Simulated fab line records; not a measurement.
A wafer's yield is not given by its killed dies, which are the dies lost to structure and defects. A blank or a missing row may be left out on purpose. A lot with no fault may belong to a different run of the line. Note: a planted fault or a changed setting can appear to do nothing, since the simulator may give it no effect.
Struck lot and sound lot, side by side ; flow sky130 ; 24 steps out of a route of 708
Sound: the wafers L829.1, L829.2, L829.4. Wafers struck: L842.1, L842.3, L842.5. The cause is given at the end.
For every step that has rows: the tool of each side, followed by ch and its chambers, followed by its first start. Under that, the readings that differ: sound wafers ; struck wafers ; difference of the means ; sigmas: that difference in standard deviations of wafers without a fault.
alike: readings whose means differ by less than 2 such deviations, and words and numbers that are the same on both sides. not compared: withheld readings, readings that some wafer has no value for, bounds like >300 that may hide the same value, and numbers for which the record gives no deviation and whose values overlap.
The two part at a step that has a row with sigmas, a row that says differs or no value, or rows on one side only. Numbers that have no deviation but don't overlap get no sigmas and don't part them. A reading that every wafer of one side lacks parts them only if that side has two wafers or more.

first, 4 steps without rows for these wafers: SKY_RES_PROTECT_EXPOSE_04 (exposes mask RPM, target cd 1270 nm); SKY_RES_PROTECT_PEB_05; SKY_RES_PROTECT_DEVELOP_06 (develop time 60 s); SKY_POLY_GATE_IMPLANT_02.
SKY_RES_PROTECT_STRIP_07: strips in O2/N2.
  sound on plasmaAsher-02 ch 0,1, day 14 23:28; struck on plasmaAsher-03 ch 0,1, day 20 07:37
  alike: drypumpMotorCurrentA, n2FlowSccm, oesProductAu, stripTimeToEndpointS
  not compared: rfHoursCounterH
SKY_RES_PROTECT_TW_MEAS_08:
  sound: filmMetro-01 at day 14 23:34; struck: filmMetro-03 at day 20 07:43
  alike: POLY_GATE_TW
then, 2 steps without rows for these wafers: SKY_RES_PROTECT_CLEAN_09 (cleans in SC1/SC2, time 150 s); SKY_POLY_GATE_CVD_03 (deposits Si3N4 from DCS/NH3, target thk 75 nm, time 1290 s).
SKY_POLY_GATE_THK_MEAS_04:
  sound: filmMetro-01 at day 15 01:06; struck: filmMetro-01 at day 20 09:12
  alike: POLY_GATE_CVD_03_THK
then, 3 steps without rows for these wafers: SKY_POLY_GATE_DEHYDRATE_05 (time 60 s); SKY_POLY_GATE_HMDS_06 (prime time 60 s); SKY_POLY_GATE_COAT_07 (resist thk 110 nm).
SKY_POLY_GATE_COAT_08: resist thk 450 nm.
  sound on lithoTrack-02 ch 0, day 15 15:00; struck on lithoTrack-01 ch 0, day 21 00:00
reading;sound;struck;difference;sigmas
spinSpeedRpm (rpm);2997.6 2998.0 3004.1;3326.2 3326.0 3325.4;+326.0;+99 or more
model.KrF-thick_of_POLY_GATE_COAT_08.thkNm (nm);450.9 451.9 450.5;426.8 428.2 428.5;-23.3;
then, 4 steps without rows for these wafers: SKY_POLY_GATE_SOFTBAKE_09 (time 90 s); SKY_POLY_GATE_EXPOSE_10 (exposes mask P1M, target cd 150 nm); SKY_POLY_GATE_PEB_11; SKY_POLY_GATE_DEVELOP_12 (develop time 57.43 s).
SKY_POLY_GATE_CD_MEAS_13: the cd target is 150 nm.
  sound: cdSem-02 at day 16 05:28; struck: cdSem-02 at day 21 16:55
  alike: cdNm
SKY_POLY_GATE_OVL_MEAS_14:
  sound: overlay-01 at day 16 05:35; struck: overlay-01 at day 21 17:02
  alike: POLY_GATE_OVL
SKY_POLY_GATE_ETCH_15: etches BARC in N2/H2, stops on SiO2, time 118.5 s, target depth 110 nm.
  sound on rieDiel-04 ch 0,1,3, day 16 05:37; struck on rieDiel-03 ch 1,2, day 21 17:05
  alike: drypumpMotorCurrentA, n2FlowSccm, oesProductAu, throttleValvePct
  not compared: rfHoursCounterH
SKY_POLY_GATE_ETCH_16: etches Si3N4 in CH3F/O2, stops on poly-Si, time 147.5 s, target depth 75 nm.
  sound on rieDiel-04 ch 0,1,3, day 16 05:42; struck on rieDiel-03 ch 1,2, day 21 17:10
  alike: drypumpMotorCurrentA, oesProductAu, throttleValvePct
  not compared: rfHoursCounterH
SKY_POLY_GATE_ETCH_17: etches poly-Si in HBr/Cl2, stops on SiO2, target depth 180 nm, time 70.5 s.
  sound on rieSi-01 ch 0,1,3, day 16 05:48; struck on rieSi-02 ch 0,1, day 21 17:16
reading;sound;struck;difference;sigmas
model.KrF-thick_of_POLY_GATE_COAT_08.thkNm (nm);135 144 141.9;107 118.5 120.6;-25;
  alike: drypumpMotorCurrentA, mfcCl2Sccm, oesProductAu, throttleValvePct
  not compared: rfHoursCounterH
SKY_POLY_GATE_STRIP_18: strips in O2/N2.
  sound on plasmaAsher-02 ch 0,1, day 16 05:52; struck on plasmaAsher-02 ch 0,1, day 21 17:19
reading;sound;struck;difference;sigmas
oesProductAu (a.u.);0.359 0.368 0.361;0.345 0.355 0.351;-0.012;-3
stripTimeToEndpointS (s);3.10 3.22 3.19;2.82 2.93 2.97;-0.26;-8
  alike: drypumpMotorCurrentA, n2FlowSccm
  not compared: rfHoursCounterH
then, 1 step without rows for these wafers: SKY_POLY_GATE_CLEAN_19 (cleans in SC1/SC2, time 150 s).

## WHERE THEY PART
First at SKY_POLY_GATE_COAT_08; last, within this record, at SKY_POLY_GATE_STRIP_18.

WHY: what the simulator had put in
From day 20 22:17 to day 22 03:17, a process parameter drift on lithoTrack-01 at SKY_POLY_GATE_COAT_08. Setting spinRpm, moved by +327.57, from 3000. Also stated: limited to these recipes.
